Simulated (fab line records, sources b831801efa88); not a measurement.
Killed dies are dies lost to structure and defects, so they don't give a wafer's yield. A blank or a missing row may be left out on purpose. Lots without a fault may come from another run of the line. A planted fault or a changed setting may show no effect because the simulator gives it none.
Which tool did it? | flow gf180mcu | 13 lots, 39 wafers sampled, at 4 steps of a route of 602

WHAT THE GAUGES READ, wafer by wafer
GF_M2_RS_MEAS_05: measures by four-point-probe. Usual: M2_ALCU_RS 0.0702 ohm/sq, standard deviation 0.00081.
lot  | measured     | on            | M2_ALCU_RS (ohm/sq)  | flag
L733 | day 19 01:02 | film_metro-03 | 0.0694 0.0689 0.0695 |
L734 | day 19 14:50 | film_metro-04 | 0.0698 0.0705 0.0701 |
L735 | day 20 05:26 | film_metro-03 | 0.0712 0.0706 0.0707 |
L736 | day 20 12:29 | film_metro-02 | 0.0696 0.0702 0.0705 |
L737 | day 20 18:36 | film_metro-03 | 0.0713 0.0714 0.0715 |
L738 | day 21 06:47 | film_metro-03 | 0.0711 0.0713 0.0710 |
L739 | day 21 16:07 | film_metro-03 | 0.0699 0.0698 0.0702 |
L740 | day 21 23:33 | film_metro-03 | 0.0704 0.0712 0.0714 |
L741 | day 22 17:33 | film_metro-03 | 0.0704 0.0696 0.0697 |
L750 | day 25 10:27 | film_metro-03 | 0.0708 0.0699 0.0703 |
L751 | day 25 16:25 | film_metro-03 | 0.0716 0.0708 0.0709 |
L752 | day 26 03:07 | film_metro-04 | 0.0691 0.0684 0.0696 |
L753 | day 26 06:32 | film_metro-04 | 0.0699 0.0705 0.0707 |

WHICH TOOL RAN EACH LOT (tool, then ch and the chambers of the sampled wafers, then the start)
lot  | GF_V1_STRIP_18                       | GF_V1_SPUTTER_22             | GF_M2_SPUTTER_04
L733 | plasma_asher-03 ch 0,1, day 18 23:35 | pvd_sputter-01, day 19 00:09 | pvd_sputter-03, day 19 00:58
L734 | plasma_asher-03 ch 0,1, day 19 13:23 | pvd_sputter-03, day 19 13:59 | pvd_sputter-01, day 19 14:47
L735 | plasma_asher-02 ch 0,1, day 20 03:58 | pvd_sputter-03, day 20 04:34 | pvd_sputter-01, day 20 05:23
L736 | plasma_asher-02 ch 0,1, day 20 10:54 | pvd_sputter-02, day 20 11:32 | pvd_sputter-04, day 20 12:21
L737 | plasma_asher-02 ch 0,1, day 20 17:09 | pvd_sputter-03, day 20 17:45 | pvd_sputter-04, day 20 18:34
L738 | plasma_asher-03 ch 0,1, day 21 05:20 | pvd_sputter-03, day 21 05:56 | pvd_sputter-04, day 21 06:44
L739 | plasma_asher-02 ch 1, day 21 14:39   | pvd_sputter-03, day 21 15:15 | pvd_sputter-04, day 21 16:04
L740 | plasma_asher-01 ch 0,1, day 21 22:06 | pvd_sputter-02, day 21 22:42 | pvd_sputter-04, day 21 23:31
L741 | plasma_asher-03 ch 0,1, day 22 16:06 | pvd_sputter-03, day 22 16:42 | pvd_sputter-04, day 22 17:31
L750 | plasma_asher-03 ch 0,1, day 25 08:57 | pvd_sputter-01, day 25 09:35 | pvd_sputter-04, day 25 10:23
L751 | plasma_asher-02 ch 0,1, day 25 14:57 | pvd_sputter-02, day 25 15:34 | pvd_sputter-03, day 25 16:23
L752 | plasma_asher-03 ch 0,1, day 26 01:35 | pvd_sputter-02, day 26 02:15 | pvd_sputter-03, day 26 03:04
L753 | plasma_asher-02 ch 0,1, day 26 05:05 | pvd_sputter-01, day 26 05:41 | pvd_sputter-03, day 26 06:30
- GF_V1_STRIP_18: strips in O2/N2.
- GF_V1_SPUTTER_22: material TiN, target thk 10 nm, time 40 s.
- GF_M2_SPUTTER_04: material TiN, target thk 50 nm, time 41.7 s.

WHAT THE TOOLS THEMSELVES READ (means of the sampled wafers that have a number; where no wafer has one, the mark that the record gives instead)
GF_V1_STRIP_18. Usual: drypump_motor_current_A 5.98 A, standard deviation 0.26; heater_power_w 349 W, standard deviation 23; oes_product_au 0.593 a.u., standard deviation 0.0048.
lot  | tool            | drypump_motor_current_A (A) | heater_power_w (W) | oes_product_au (a.u.) | flag
L733 | plasma_asher-03 | 6.09                        | 350                | 0.589                 |
L734 | plasma_asher-03 | 6.07                        | 358                | 0.595                 |
L735 | plasma_asher-02 | 5.80                        | 353                | 0.591                 |
L736 | plasma_asher-02 | 5.97                        | 323                | 0.590                 |
L737 | plasma_asher-02 | 5.80                        | 348                | 0.592                 |
L738 | plasma_asher-03 | 5.91                        | 357                | 0.594                 |
L739 | plasma_asher-02 | 5.62                        | 376                | 0.590                 |
L740 | plasma_asher-01 | 6.08                        | 350                | 0.587                 |
L741 | plasma_asher-03 | 5.90                        | 353                | 0.589                 |
L750 | plasma_asher-03 | 5.90                        | 362                | 0.594                 |
L751 | plasma_asher-02 | 5.97                        | 326                | 0.593                 |
L752 | plasma_asher-03 | 5.89                        | 358                | 0.590                 |
L753 | plasma_asher-02 | 5.79                        | 348                | 0.595                 |

GF_V1_SPUTTER_22. Usual: chamber_pressure_pa 5.000 Pa, standard deviation 0.013; throttle_valve_pct 30.3 %, standard deviation 0.93.
lot  | tool           | chamber_pressure_pa (Pa) | throttle_valve_pct (%) | flag
L733 | pvd_sputter-01 | 5.004                    | 30.2                   |
L734 | pvd_sputter-03 | 5.007                    | 30.0                   |
L735 | pvd_sputter-03 | 5.003                    | 30.3                   |
L736 | pvd_sputter-02 | 5.001                    | 30.0                   |
L737 | pvd_sputter-03 | 5.000                    | 30.2                   |
L738 | pvd_sputter-03 | 4.998                    | 29.3                   |
L739 | pvd_sputter-03 | 5.002                    | 29.6                   |
L740 | pvd_sputter-02 | 4.996                    | 30.8                   |
L741 | pvd_sputter-03 | 5.003                    | 29.6                   |
L750 | pvd_sputter-01 | 5.008                    | 30.6                   |
L751 | pvd_sputter-02 | 4.994                    | 30.6                   |
L752 | pvd_sputter-02 | 4.992                    | 30.9                   |
L753 | pvd_sputter-01 | 5.001                    | 30.3                   |

GF_M2_SPUTTER_04. Usual: chamber_pressure_pa 0.4001 Pa, standard deviation 0.00072; throttle_valve_pct 30.3 %, standard deviation 0.89.
lot  | tool           | chamber_pressure_pa (Pa) | throttle_valve_pct (%) | flag
L733 | pvd_sputter-03 | 0.3999                   | 30.7                   |
L734 | pvd_sputter-01 | 0.4000                   | 30.6                   |
L735 | pvd_sputter-01 | 0.4001                   | 30.6                   |
L736 | pvd_sputter-04 | 0.4001                   | 29.9                   |
L737 | pvd_sputter-04 | 0.4002                   | 30.1                   |
L738 | pvd_sputter-04 | 0.4001                   | 30.2                   |
L739 | pvd_sputter-04 | 0.4000                   | 30.4                   |
L740 | pvd_sputter-04 | 0.4785                   | 27.6                   | OFF
L741 | pvd_sputter-04 | 0.4781                   | 26.9                   | OFF
L750 | pvd_sputter-04 | 0.4003                   | 30.3                   |
L751 | pvd_sputter-03 | 0.3999                   | 30.9                   |
L752 | pvd_sputter-03 | 0.4011                   | 30.3                   |
L753 | pvd_sputter-03 | 0.4004                   | 29.4                   |

THE ANSWER, worked out from the rows above alone
Rule: a lot is off if the mean of its wafers that have a number lies more than 3 standard deviations from the usual mean. A lot without any number at a reading at which 4 lots or more have one is off too. The other lots that the step has rows for count as sound. The gauges are gone through in route order, then the tools' own readings, and for those a lot's mean is taken as printed above. The first step at which some lot is off is used, and at that step the reading that is off furthest; a lot without a number counts as furthest.
Off: L740, L741, at GF_M2_SPUTTER_04 (chamber_pressure_pa).
A tool fits if, at that step or a process step before it, it ran every lot that is off, and no sound lot after the first of them. None of those tried fits.

WHAT THE SIMULATOR HAD PUT IN
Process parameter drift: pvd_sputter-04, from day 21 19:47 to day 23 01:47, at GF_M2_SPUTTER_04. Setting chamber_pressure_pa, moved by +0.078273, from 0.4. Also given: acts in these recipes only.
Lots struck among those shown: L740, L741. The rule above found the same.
